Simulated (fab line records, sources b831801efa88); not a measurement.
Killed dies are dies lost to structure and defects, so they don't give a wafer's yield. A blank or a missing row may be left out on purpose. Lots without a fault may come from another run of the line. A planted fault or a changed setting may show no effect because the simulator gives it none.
Problem report in the 8D (eight disciplines) form, filled by code | flow sky130 | the parts of the form that need people (team, actions taken, sign-off) are left out

1. THE PROBLEM
rf_fwd_power_W at SKY_FIELD_ISO_ETCH_17 reads a mean of 501.6 W on 6 wafers of 2 lots; wafers without a fault read 596.3 W with a standard deviation of 2.3. That is -41 standard deviations from the usual mean.
The step: etches Si in HBr/Cl2/O2, target depth 342 nm, time 97.7 s.
First seen on wafer L738.3, day 4 21:50, on rie_si-01. The record holds 18 wafers of 6 lots with a number at this step. Rule for "out", or "out of limits": more than 4 standard deviations from the usual mean. The other wafers with a number count as sound.

2. WHAT IT IS AND WHAT IT IS NOT
question                    | is                             | is not
which readings at this step | rf_fwd_power_W, oes_product_au | drypump_motor_current_A, mfc_cl2_sccm
which lots                  | L738, L743                     | L726, L733, L746, L748
which wafers of those lots  | all that have a number         | -
read on which tools         | rie_si-01                      | rie_si-02
when                        | from day 4 21:50               | up to then (6 sound wafers); but 6 sound wafers of L746, L748 came after

3. SUSPECTS, AND WHAT RULES EACH OUT
Counting: a tool at a process step up to the reading stays a suspect if it ran every lot that is out and no sound lot after the first of them.
- rie_si-01 at SKY_FIELD_ISO_ETCH_17 (etches Si in HBr/Cl2/O2, target depth 342 nm, time 97.7 s): kept. It ran every lot that is out, first L738 (day 4 21:50), and no sound lot after that; its last sound lot up to then is L733 (day 3 18:23). Its own readings are out on those wafers: oes_product_au, rf_fwd_power_W.
Left after counting: rie_si-01 at SKY_FIELD_ISO_ETCH_17.

4. THE CAUSE (what the simulator had put in)
Process parameter drift: rie_si-01, from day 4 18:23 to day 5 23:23, at SKY_FIELD_ISO_ETCH_17. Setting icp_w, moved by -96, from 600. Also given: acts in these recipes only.
Counting left only this tool.

5. THE CHAIN OF EFFECTS, in route order
Each row: a reading whose mean over the struck wafers that have a number lies more than 3 standard deviations from the usual. Only readings for which the record gives a usual standard deviation are gone through. hours: the time from each lot's start at the first step in this table that gives one to its start at this step, as a median over the lots. sigmas: the change in usual standard deviations.
hours | step                  | reading            | usual      | on struck wafers | change | sigmas
0     | SKY_FIELD_ISO_ETCH_17 | oes_product_au     | 0.999 a.u. | 0.951            | -0.048 | -5.6
0     | SKY_FIELD_ISO_ETCH_17 | rf_fwd_power_W     | 596.3 W    | 501.6            | -94.7  | -41
0     | SKY_FIELD_ISO_ETCH_17 | throttle_valve_pct | 25.656 %   | 25.691           | +0.035 | +3.7
The process steps in it:
- SKY_FIELD_ISO_ETCH_17: etches Si in HBr/Cl2/O2, target depth 342 nm, time 97.7 s.

6. WHAT WOULD HAVE CAUGHT IT SOONER
In this record the first reading out of limits was taken at day 4 21:50, 3 hours after the fault began at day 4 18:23.
